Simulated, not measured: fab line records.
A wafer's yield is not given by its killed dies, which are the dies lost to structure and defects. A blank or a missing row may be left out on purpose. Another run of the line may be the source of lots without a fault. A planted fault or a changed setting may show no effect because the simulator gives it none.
What tool caused it? -- flow sky130 -- 12 lots with 36 wafers sampled at 3 steps, on a route of 708 steps

== WHAT THE GAUGES SHOWED, per wafer ==
Not one reading of a measure or inspect step in the record can be checked against a usual standard deviation.

== WHICH TOOL RAN EACH LOT (tool, then ch and the chambers of the sampled wafers, then the start) ==
lot,SKY_CAPM_METAL_ETCH_13,SKY_CAPM_STRIP_14,SKY_METAL3_ETCH_17
L807,"rie-metal-01 ch 0,1, day 37 21:05","plasma-asher-01 ch 0,1, day 37 21:09","rie-diel-02 ch 0,2,3, day 38 23:13"
L809,"rie-metal-01 ch 0,1, day 38 19:25","plasma-asher-02 ch 0,1, day 38 19:30","rie-diel-04 ch 0,1, day 39 21:29"
L810,"rie-metal-01 ch 0,1, day 39 03:35","plasma-asher-03 ch 0,1, day 39 03:40","rie-diel-04 ch 0,2,3, day 40 04:46"
L812,"rie-metal-04 ch 0,1, day 39 12:00","plasma-asher-03 ch 0,1, day 39 12:05","rie-diel-04 ch 1,2,3, day 40 13:25"
L816,"rie-metal-01 ch 0,1, day 40 17:56","plasma-asher-02 ch 0,1, day 40 18:00","rie-diel-02 ch 0,1,2, day 41 19:16"
L817,"rie-metal-03 ch 0,1, day 41 02:32","plasma-asher-01 ch 0,1, day 41 02:36","rie-diel-04 ch 0,1,3, day 42 03:35"
L819,"rie-metal-01 ch 0,1, day 41 09:26","plasma-asher-01 ch 0,1, day 41 09:31","rie-diel-03 ch 0,2,3, day 42 09:50"
L824,"rie-metal-03 ch 0,1, day 43 03:38","plasma-asher-01 ch 0,1, day 43 03:42","rie-diel-03 ch 0,1,2, day 44 03:42"
L826,"rie-metal-03 ch 0,1, day 43 14:43","plasma-asher-02 ch 0,1, day 43 14:48","rie-diel-04 ch 0,1,2, day 44 14:15"
L827,"rie-metal-01 ch 1, day 43 21:40","plasma-asher-01 ch 0, day 43 21:45","rie-diel-04 ch 0,1,3, day 44 21:18"
L828,"rie-metal-01 ch 0,1, day 44 00:24","plasma-asher-01 ch 0,1, day 44 00:29","rie-diel-02 ch 1,2,3, day 45 00:02"
L829,"rie-metal-04 ch 0,1, day 44 05:33","plasma-asher-02 ch 0,1, day 44 05:38","rie-diel-03 ch 1,2,3, day 45 04:53"
- SKY_CAPM_METAL_ETCH_13: etches TiN in Cl2/BCl3, stops on SiO2, target depth 220 nm, time 62.9 s.
- SKY_CAPM_STRIP_14: strips in O2/N2.
- SKY_METAL3_ETCH_17: etches SiO2 in C4F8/O2/Ar, stops on TiN, time 3.9 s, target depth 15 nm.

== AS READ BY THE TOOLS THEMSELVES (means over the sampled wafers that have a number; for cases with no such wafer, the mark the record gives instead) ==
SKY_CAPM_METAL_ETCH_13. Usual: drypump-motor-current-A 5.4 A, standard deviation 0.33; mfc-cl2-sccm 60.03 sccm, standard deviation 0.15; oes-product-au 0.944 a.u., standard deviation 0.0074; rf-fwd-power-W 893.6 W, standard deviation 2.9; run-length-s 91.2 s, standard deviation 0.39; throttle-valve-pct 21.899 %, standard deviation 0.01.
lot,tool,drypump-motor-current-A (A),mfc-cl2-sccm (sccm),oes-product-au (a.u.),rf-fwd-power-W (W),run-length-s (s),throttle-valve-pct (%),flag
L807,rie-metal-01,5.3,60.06,0.946,893.0,91.4,21.898,
L809,rie-metal-01,5.3,59.93,0.946,896.2,91.1,21.906,
L810,rie-metal-01,5.4,60.10,0.944,893.8,91.3,21.901,
L812,rie-metal-04,5.6,60.01,0.942,892.3,91.4,21.894,
L816,rie-metal-01,5.5,59.99,0.924,894.3,93.8,21.907,OFF
L817,rie-metal-03,5.4,59.88,0.951,890.5,90.9,21.888,
L819,rie-metal-01,5.4,60.14,0.911,893.4,93.8,21.924,OFF
L824,rie-metal-03,5.1,60.02,0.944,891.9,91.3,21.898,
L826,rie-metal-03,5.1,59.94,0.945,896.4,91.4,21.897,
L827,rie-metal-01,5.7,60.06,0.942,890.7,91.1,21.909,
L828,rie-metal-01,5.3,59.92,0.942,896.0,91.2,21.902,
L829,rie-metal-04,5.6,60.19,0.948,890.9,91.1,21.897,

SKY_CAPM_STRIP_14. Usual: drypump-motor-current-A 5.7 A, standard deviation 0.43; oes-product-au 0.710 a.u., standard deviation 0.0046; strip-time-to-endpoint-s 12.63 s, standard deviation 0.05.
lot,tool,drypump-motor-current-A (A),oes-product-au (a.u.),strip-time-to-endpoint-s (s),flag
L807,plasma-asher-01,5.3,0.710,12.60,
L809,plasma-asher-02,5.6,0.709,12.66,
L810,plasma-asher-03,6.4,0.712,12.67,
L812,plasma-asher-03,6.0,0.712,12.60,
L816,plasma-asher-02,5.6,0.708,12.52,
L817,plasma-asher-01,5.4,0.717,12.58,
L819,plasma-asher-01,5.3,0.711,12.48,OFF
L824,plasma-asher-01,5.4,0.707,12.70,
L826,plasma-asher-02,5.6,0.708,12.77,
L827,plasma-asher-01,5.3,0.712,12.63,
L828,plasma-asher-01,5.3,0.712,12.68,
L829,plasma-asher-02,5.6,0.710,12.62,

SKY_METAL3_ETCH_17. Usual: oes-product-au 0.753 a.u., standard deviation 0.0078; rf-fwd-power-W 1467 W, standard deviation 7.5.
lot,tool,oes-product-au (a.u.),rf-fwd-power-W (W),flag
L807,rie-diel-02,0.752,1466,
L809,rie-diel-04,0.755,1465,
L810,rie-diel-04,0.754,1468,
L812,rie-diel-04,0.750,1476,
L816,rie-diel-02,0.733,1470,
L817,rie-diel-04,0.762,1464,
L819,rie-diel-03,0.730,1463,
L824,rie-diel-03,0.751,1466,
L826,rie-diel-04,0.742,1471,
L827,rie-diel-04,0.754,1462,
L828,rie-diel-02,0.766,1464,
L829,rie-diel-03,0.748,1459,

== THE ANSWER, worked out from the rows above alone ==
Rule: take the mean of a lot's wafers that have a number; if it is more than 3 standard deviations from the usual mean, the lot is off. A lot without any number at a reading at which 4 lots or more have one is off too. Where the step has rows for the other lots, those lots are counted as sound. After the gauges, taken in route order, come the tools' own readings; for these a lot's mean is taken, as printed above. At the first step where some lot is off, the reading lying furthest off is the one used; lots without a number count as furthest.
Off: L816, L819, at SKY_CAPM_METAL_ETCH_13 (run-length-s).
A tool fits if, at that step or a process step before it, it ran every lot that is off, and no sound lot after the first of them. Of those tried, none fits.

== WHAT THE SIMULATOR HAD INSERTED ==
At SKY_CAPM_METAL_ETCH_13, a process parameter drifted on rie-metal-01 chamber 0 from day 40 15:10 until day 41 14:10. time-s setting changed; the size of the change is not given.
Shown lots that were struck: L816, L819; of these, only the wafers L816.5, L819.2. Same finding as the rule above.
